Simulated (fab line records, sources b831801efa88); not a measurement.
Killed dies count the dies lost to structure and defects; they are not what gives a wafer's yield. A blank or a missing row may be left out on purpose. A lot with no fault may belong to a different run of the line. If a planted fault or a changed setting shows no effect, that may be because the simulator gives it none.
Which tool did it? :: flow sky130 :: 12 lots with 36 wafers sampled at 2 steps, on a route of 708 steps

== WHAT THE GAUGES SHOWED, per wafer ==
SKY_VIA4_OVL_MEAS_11. Usual: VIA4_OVL gives -0.1 nm (standard deviation 1.2).
lot: L732
measured: day 42 19:56
on: overlay-01
VIA4_OVL (nm): -1.7 -0.2 0.6
flag: 

lot: L733
measured: day 43 04:26
on: overlay-01
VIA4_OVL (nm): 0.3 2.5 0.8
flag: 

lot: L734
measured: day 43 12:26
on: overlay-02
VIA4_OVL (nm): -0.4 -0.7 -0.3
flag: 

lot: L735
measured: day 43 21:11
on: overlay-01
VIA4_OVL (nm): 0.1 -0.3 -1.1
flag: 

lot: L737
measured: day 43 21:29
on: overlay-02
VIA4_OVL (nm): -1.8 -2.4 -1.1
flag: 

lot: L740
measured: day 45 01:32
on: overlay-01
VIA4_OVL (nm): 0.7 2.0 0.5
flag: 

lot: L741
measured: day 45 05:34
on: overlay-01
VIA4_OVL (nm): -0.8 0.6 0.8
flag: 

lot: L748
measured: day 46 21:38
on: overlay-02
VIA4_OVL (nm): -0.7 -0.7 -1.6
flag: 

lot: L749
measured: day 47 09:11
on: overlay-01
VIA4_OVL (nm): -0.6 2.0 -0.7
flag: 

lot: L750
measured: day 47 14:16
on: overlay-02
VIA4_OVL (nm): 0.8 -0.4 1.4
flag: 

lot: L753
measured: day 48 06:32
on: overlay-02
VIA4_OVL (nm): 0.0 0.2 0.0
flag: 

lot: L755
measured: day 48 11:29
on: overlay-02
VIA4_OVL (nm): 0.4 0.1 0.2
flag: 

== WHAT TOOL EACH LOT RAN ON (gives the tool, then ch and the chambers of the sampled wafers, and finally the start) ==
lot: L732
SKY_VT_ADJUST_LVTN_STRIP_20: plasmaAsher-03 ch 1, day 7 16:52

lot: L733
SKY_VT_ADJUST_LVTN_STRIP_20: plasmaAsher-03 ch 0,1, day 8 01:24

lot: L734
SKY_VT_ADJUST_LVTN_STRIP_20: plasmaAsher-04 ch 0,1, day 8 08:40

lot: L735
SKY_VT_ADJUST_LVTN_STRIP_20: plasmaAsher-01 ch 0,1, day 8 12:55

lot: L737
SKY_VT_ADJUST_LVTN_STRIP_20: plasmaAsher-03 ch 0,1, day 9 01:16

lot: L740
SKY_VT_ADJUST_LVTN_STRIP_20: plasmaAsher-01 ch 0,1, day 9 19:34

lot: L741
SKY_VT_ADJUST_LVTN_STRIP_20: plasmaAsher-03 ch 0,1, day 10 00:49

lot: L748
SKY_VT_ADJUST_LVTN_STRIP_20: plasmaAsher-03 ch 0,1, day 12 03:25

lot: L749
SKY_VT_ADJUST_LVTN_STRIP_20: plasmaAsher-03 ch 0,1, day 12 13:19

lot: L750
SKY_VT_ADJUST_LVTN_STRIP_20: plasmaAsher-04 ch 0,1, day 12 17:52

lot: L753
SKY_VT_ADJUST_LVTN_STRIP_20: plasmaAsher-03 ch 0,1, day 13 21:40

lot: L755
SKY_VT_ADJUST_LVTN_STRIP_20: plasmaAsher-04 ch 0,1, day 14 03:10
- SKY_VT_ADJUST_LVTN_STRIP_20: strips in O2/N2.

== WHAT THE TOOLS THEMSELVES READ (means of the sampled wafers that have a number; where no wafer has one, the mark that the record gives instead) ==
SKY_VT_ADJUST_LVTN_STRIP_20. Usual: drypumpMotorCurrentA 5.9 A, standard deviation 0.44; n2FlowSccm 299.8 sccm, standard deviation 0.92; oesProductAu 0.715 a.u., standard deviation 0.0048; stripTimeToEndpointS 14.19 s, standard deviation 0.039.
lot: L732
tool: plasmaAsher-03
drypumpMotorCurrentA (A): 5.6
n2FlowSccm (sccm): 299.5
oesProductAu (a.u.): 0.714
stripTimeToEndpointS (s): 14.18
flag: 

lot: L733
tool: plasmaAsher-03
drypumpMotorCurrentA (A): 6.2
n2FlowSccm (sccm): 300.4
oesProductAu (a.u.): 0.715
stripTimeToEndpointS (s): 14.15
flag: 

lot: L734
tool: plasmaAsher-04
drypumpMotorCurrentA (A): 6.1
n2FlowSccm (sccm): 299.6
oesProductAu (a.u.): 0.710
stripTimeToEndpointS (s): 14.20
flag: 

lot: L735
tool: plasmaAsher-01
drypumpMotorCurrentA (A): 5.4
n2FlowSccm (sccm): 299.4
oesProductAu (a.u.): 0.715
stripTimeToEndpointS (s): 14.19
flag: 

lot: L737
tool: plasmaAsher-03
drypumpMotorCurrentA (A): 6.3
n2FlowSccm (sccm): 299.9
oesProductAu (a.u.): 0.717
stripTimeToEndpointS (s): 14.24
flag: 

lot: L740
tool: plasmaAsher-01
drypumpMotorCurrentA (A): 5.5
n2FlowSccm (sccm): 299.7
oesProductAu (a.u.): 0.713
stripTimeToEndpointS (s): 14.21
flag: 

lot: L741
tool: plasmaAsher-03
drypumpMotorCurrentA (A): 6.3
n2FlowSccm (sccm): 300.3
oesProductAu (a.u.): 0.718
stripTimeToEndpointS (s): 14.14
flag: 

lot: L748
tool: plasmaAsher-03
drypumpMotorCurrentA (A): 5.9
n2FlowSccm (sccm): 300.5
oesProductAu (a.u.): 0.715
stripTimeToEndpointS (s): 14.14
flag: 

lot: L749
tool: plasmaAsher-03
drypumpMotorCurrentA (A): 5.9
n2FlowSccm (sccm): 299.0
oesProductAu (a.u.): 0.715
stripTimeToEndpointS (s): 14.21
flag: 

lot: L750
tool: plasmaAsher-04
drypumpMotorCurrentA (A): 6.1
n2FlowSccm (sccm): 299.2
oesProductAu (a.u.): 0.715
stripTimeToEndpointS (s): 14.21
flag: 

lot: L753
tool: plasmaAsher-03
drypumpMotorCurrentA (A): 6.2
n2FlowSccm (sccm): 300.3
oesProductAu (a.u.): 0.718
stripTimeToEndpointS (s): 14.22
flag: 

lot: L755
tool: plasmaAsher-04
drypumpMotorCurrentA (A): 6.1
n2FlowSccm (sccm): 300.2
oesProductAu (a.u.): 0.707
stripTimeToEndpointS (s): 14.18
flag: 

== THE ANSWER, worked out from the rows above alone ==
Rule: lot off if the mean of its wafers having a number is beyond 3 standard deviations from the usual mean. Also off: a lot with no number at a reading for which 4 or more lots have one. Where the step has rows for the other lots, those lots are counted as sound. Order of review: gauges by route order, followed by the tools' own readings, for which a lot's mean as printed above is used. At the first step where some lot is off, the reading lying furthest off is the one used; lots without a number count as furthest.
Nothing can be told from this: no lot is off at any reading shown.

== WHAT HAD BEEN PUT IN BY THE SIMULATOR ==
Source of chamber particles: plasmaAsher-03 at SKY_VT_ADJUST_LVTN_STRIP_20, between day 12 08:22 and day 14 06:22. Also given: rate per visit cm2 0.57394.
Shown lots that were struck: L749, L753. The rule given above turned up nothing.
